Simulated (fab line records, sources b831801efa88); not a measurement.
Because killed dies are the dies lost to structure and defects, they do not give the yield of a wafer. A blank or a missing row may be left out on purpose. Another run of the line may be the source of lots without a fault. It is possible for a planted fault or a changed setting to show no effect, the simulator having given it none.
8D (eight disciplines) problem report, filled in by code -- flow gf180mcu -- the parts of the form that need people (team, actions taken, sign-off) are left out

== 1. WHAT WENT WRONG ==
Across 9 wafers from 3 lots, HV_LDD_3_TW at GF_HV_LDD_TW_MEAS_38 averages 1696, while fault-free wafers read 1426 with a standard deviation of 8.9. That is +30 standard deviations from the usual mean.
First observed at day 16 04:42: wafer L390.2, on filmMetro-01. The record holds 39 wafers of 13 lots with a number at this step. The rule behind "out" and "out of limits": a value lying over 4 standard deviations away from the usual mean. The rest of the wafers with a number are treated as sound.

== 2. WHAT IT IS, WHAT IT ISN'T ==
question,is,is not
which readings at this step,HV_LDD_3_TW,-
which lots,"L390, L392, L394","L377, L379, L380, L381, L384, L385, L386, L391, L397, L399"
which wafers of those lots,all that have a number,-
read on which gauges,"filmMetro-01, filmMetro-02, filmMetro-04",-
when,from day 16 04:42,"up to then (21 sound wafers); but 9 sound wafers of L391, L397, L399 came after"

== 3. WHAT RULES OUT EACH SUSPECT ==
Counting: a tool at a process step up to the reading stays a suspect if it ran every lot that is out and no sound lot after the first of them.
- the gauge at GF_HV_LDD_TW_MEAS_38 is ruled out. Those wafers that are out were read across 3 gauges (filmMetro-01, filmMetro-02, filmMetro-04).
- implanter-02 at GF_HV_LDD_IMPLANT_36: kept. It processed each lot that is out, first L390 at day 16 04:28, and no sound lot thereafter; up to then, the last sound lot it processed was L385 at day 14 08:32. Its own doseIonsCm2, faradayCurrentUA readings are out on those wafers.
Remaining after the count: implanter-02 at GF_HV_LDD_IMPLANT_36.

== 4. THE CAUSE (what the simulator had put in) ==
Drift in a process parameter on implanter-02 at GF_HV_LDD_IMPLANT_36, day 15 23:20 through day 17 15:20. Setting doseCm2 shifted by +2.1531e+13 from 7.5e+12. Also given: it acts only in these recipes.
Counting left only this tool.

== 5. THE EFFECT CHAIN, in route order ==
One row per reading whose mean, taken over the struck wafers that have a number, lies over 3 standard deviations from the usual. Only readings for which the record gives a usual standard deviation are gone through. hours: the time from each lot's start at the first step in this table that gives one to its start at this step, as a median over the lots. sigmas: the change in usual standard deviations.
hours,step,reading,usual,on struck wafers,change,sigmas
0,GF_HV_LDD_IMPLANT_36,doseIonsCm2,7.499e+12,2.903e+13,+2.153e+13,+99 or more
0,GF_HV_LDD_IMPLANT_36,faradayCurrentUA,42.3,164.6,+122.3,+99 or more
0,GF_HV_LDD_TW_MEAS_38,HV_LDD_3_TW,1426,1696,+270,+30
24,GF_HV_LDD_RS_MEAS_53,HV_LDD_RS,418.6 ohm/sq,369.4,-49.2,-49
The process steps in it:
- GF_HV_LDD_IMPLANT_36
Later measuring or inspecting steps at which every struck wafer that the step has a row for has a number for every such reading, and none has moved that far: GF_M3_THK_MEAS_06, GF_M4_THK_MEAS_06.

== 6. WHAT WOULD HAVE CAUGHT IT SOONER ==
5 hours passed between the start of the fault at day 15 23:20 and the first reading out of limits at a measuring or inspecting step in this record, taken at day 16 04:42.
At GF_HV_LDD_IMPLANT_36, the tool's own readings (doseIonsCm2, faradayCurrentUA) were out on each struck wafer the step has a row for, so an alarm limit on them would have fired on the first such wafer.
Lots out: 3; of these, L392, L394 started GF_HV_LDD_IMPLANT_36 on implanter-02 after day 16 04:42. A hold on the tool at that time would have spared those 2.
